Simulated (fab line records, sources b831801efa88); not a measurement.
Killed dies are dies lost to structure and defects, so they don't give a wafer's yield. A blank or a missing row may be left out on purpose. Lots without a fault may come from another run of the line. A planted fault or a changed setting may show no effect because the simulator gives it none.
Problem report in the 8D (eight disciplines) form, filled by code | flow sky130 | the parts of the form that need people (team, actions taken, sign-off) are left out

1. THE PROBLEM
run_length_s at SKY_FIELD_ISO_ETCH_17 reads a mean of 116.2 s on 2 wafers of 2 lots; wafers without a fault read 125.9 s with a standard deviation of 0.45. That is -22 standard deviations from the usual mean.
The step: etches Si in HBr/Cl2/O2, target depth 342 nm, time 97.7 s.
First seen on wafer L752.6, day 5 18:16, on rie_si-02. The record holds 39 wafers of 13 lots with a number at this step. Rule for "out", or "out of limits": more than 4 standard deviations from the usual mean. The other wafers with a number count as sound.

2. WHAT IT IS AND WHAT IT IS NOT
question                    | is               | is not
which readings at this step | run_length_s     | drypump_motor_current_A, oes_product_au, throttle_valve_pct
which lots                  | L752, L754       | L736, L738, L741, L742, L743, L744, L745, L750, L755, L757, L759
which wafers of those lots  | L752.6, L754.6   | L752.1, L752.3, L754.1, L754.5
read on which tools         | rie_si-02        | rie_si-01
when                        | from day 5 18:16 | up to then (26 sound wafers); but 11 sound wafers of L754, L755, L757, L759 came after

3. SUSPECTS, AND WHAT RULES EACH OUT
Counting: a tool at a process step up to the reading stays a suspect if it ran every lot that is out. Sound lots after the first of them don't rule it out here, since some wafers of a struck lot are sound.
- rie_si-02 at SKY_FIELD_ISO_ETCH_17 (etches Si in HBr/Cl2/O2, target depth 342 nm, time 97.7 s): kept. It ran every lot that is out, first L752 (day 5 18:16); its last sound lot up to then is L744 (day 4 03:27). Its own readings are out on those wafers: run_length_s.
- Within rie_si-02 at SKY_FIELD_ISO_ETCH_17: the wafers that are out ran in chamber 2; their sound lot-mates ran in chambers 0, 1.
Left after counting: rie_si-02 at SKY_FIELD_ISO_ETCH_17.

4. THE CAUSE (what the simulator had put in)
Process parameter drift: rie_si-02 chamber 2, from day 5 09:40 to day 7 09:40, at SKY_FIELD_ISO_ETCH_17. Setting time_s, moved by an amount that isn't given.
Counting left only this tool.

5. THE CHAIN OF EFFECTS, in route order
Each row: a reading whose mean over the struck wafers that have a number lies more than 3 standard deviations from the usual. Only readings for which the record gives a usual standard deviation are gone through. hours: the time from each lot's start at the first step in this table that gives one to its start at this step, as a median over the lots. sigmas: the change in usual standard deviations.
hours | step                  | reading      | usual   | on struck wafers | change | sigmas
0     | SKY_FIELD_ISO_ETCH_17 | run_length_s | 125.9 s | 116.2            | -9.8   | -22
The process steps in it:
- SKY_FIELD_ISO_ETCH_17: etches Si in HBr/Cl2/O2, target depth 342 nm, time 97.7 s.
Later measuring or inspecting steps at which every struck wafer that the step has a row for has a number for every such reading, and none has moved that far: SKY_PWDE_OVL_MEAS_07.

6. WHAT WOULD HAVE CAUGHT IT SOONER
In this record the first reading out of limits was taken at day 5 18:16, 9 hours after the fault began at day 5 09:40.
